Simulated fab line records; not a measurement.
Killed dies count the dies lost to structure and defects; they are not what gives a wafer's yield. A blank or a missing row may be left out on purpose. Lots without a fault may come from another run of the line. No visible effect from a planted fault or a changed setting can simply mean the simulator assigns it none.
Struck lot and sound lot, side by side :: flow gf180mcu :: 17 out of 602 route steps
Sound: the wafers L328.1, L328.2, L328.5. Struck: wafer L343.2. (L343.3, L343.5 of the same lot were not struck and are left out.) The cause comes at the end.
At each step with rows: each side's tool, then ch and its chambers, then its first start. Under that, the readings that differ: sound wafers :: struck wafers :: difference of the means :: sigmas: that difference in standard deviations of wafers without a fault.
alike: readings with means less than 2 such deviations apart, plus words and numbers identical on both sides. not compared: withheld readings, readings lacking a value on some wafer, bounds such as >300 that could conceal the same value, and numbers that have no deviation in the record and whose values overlap.
The two part at a step that has a row with sigmas, a row that says differs or no value, or rows on one side only. When numbers do not overlap yet have no deviation, they are printed without sigmas and do not part them. Lack of a reading on every wafer of one side parts them only where that side has two or more wafers.

first, 4 steps without rows for these wafers: GF_M1_SOFTBAKE_10 (time 60 s); GF_M1_EXPOSE_11 (exposes mask Metal1, target cd 230 nm); GF_M1_PEB_12 (peb time 90 s); GF_M1_DEVELOP_13 (develop time 60 s).
GF_M1_CD_MEAS_14: target cd 230 nm.
  struck on cd_sem-02, day 22 17:38; sound on cd_sem-01, day 17 06:11
  alike: cd_nm
GF_M1_OVL_MEAS_15:
  struck on overlay-01, day 22 17:45; sound on overlay-02, day 17 06:19
  alike: M1_OVL
GF_M1_METAL_ETCH_16: etches the open film in Cl2/BCl3, stops on SiO2, target depth 750.8 nm, time 125.1 s.
  sound on rie_metal-04 ch 0,1, day 17 06:20; struck on rie_metal-02 ch 1, day 22 17:47
reading: throttle_valve_pct (%)
sound: 28.249 28.241 28.235
struck: 28.215
difference: -0.027
sigmas: -2
  alike: drypump_motor_current_A, mfc_cl2_sccm, oes_product_au
  not compared: rf_hours_counter_h
GF_M1_STRIP_17: strips in O2/N2.
  sound on plasma_asher-01 ch 0,1, day 17 06:28; struck on plasma_asher-02 ch 1, day 22 17:55
  alike: drypump_motor_current_A, heater_power_w, n2_flow_sccm, oes_product_au, platen_temp_c, strip_time_to_endpoint_s
  not compared: rf_hours_counter_h
then, 3 steps without rows for these wafers: GF_M1_STRIP_18 (strips in post etch residue remover, time 1200 s); GF_M1_CLEAN_19 (cleans in DIW); GF_V1_CVD_00 (deposits SiO2, target thk 600 nm, time 100 s).
GF_V1_THK_MEAS_01:
  struck on film_metro-02, day 22 18:31; sound on film_metro-01, day 17 07:07
reading: V1_CVD_00_THK (nm)
sound: 616 611 619
struck: 601
difference: -14
sigmas: -2
GF_V1_CVD_02: deposits SiO2 from TEOS, target thk 850 nm, time 94.851 s.
  sound on pecvd-03 ch 0,1, day 17 07:10; struck on pecvd-03 ch 2, day 22 18:34
reading: heater_power_w (W)
sound: 630 707 637
struck: 868
difference: +210
sigmas: +2

reading: run_length_s (s)
sound: 122.7 122.7 122.7
struck: 158.9
difference: +36.2
sigmas: +88

reading: model.SiO2_of_V1_CVD_02.thk_nm (nm)
sound: 819.1 848.4 836.9
struck: 1162
difference: +327
sigmas: 
  alike: heater_power_outer_w
GF_V1_THK_MEAS_03:
  struck on film_metro-01, day 22 18:39; sound on film_metro-02, day 17 07:14
reading: V1_CVD_02_THK (nm)
sound: 820 849 837
struck: 1163
difference: +328
sigmas: +33
GF_V1_CMP_04: polishes SiO2.
  sound on cmp-02 ch 1,2,3, day 17 07:21; struck on cmp-02 ch 2, day 22 18:42
reading: time_to_endpoint_s (s)
sound: 72 86 82
struck: 205
difference: +125
sigmas: +25
  alike: motor_current_A
GF_V1_BOW_MEAS_05:
  struck on film_metro-04, day 22 19:01; sound on film_metro-01, day 17 07:36
  alike: V1_BOW
after that, 1 step had no rows for these wafers: GF_PASSIVATION_PROBE_99.

## WHERE THEY PART
First at GF_M1_METAL_ETCH_16; last, within this record, at GF_V1_CMP_04. Later steps at which nothing parts them and some readings are alike: GF_V1_BOW_MEAS_05.

WHY: what had been put in by the simulator
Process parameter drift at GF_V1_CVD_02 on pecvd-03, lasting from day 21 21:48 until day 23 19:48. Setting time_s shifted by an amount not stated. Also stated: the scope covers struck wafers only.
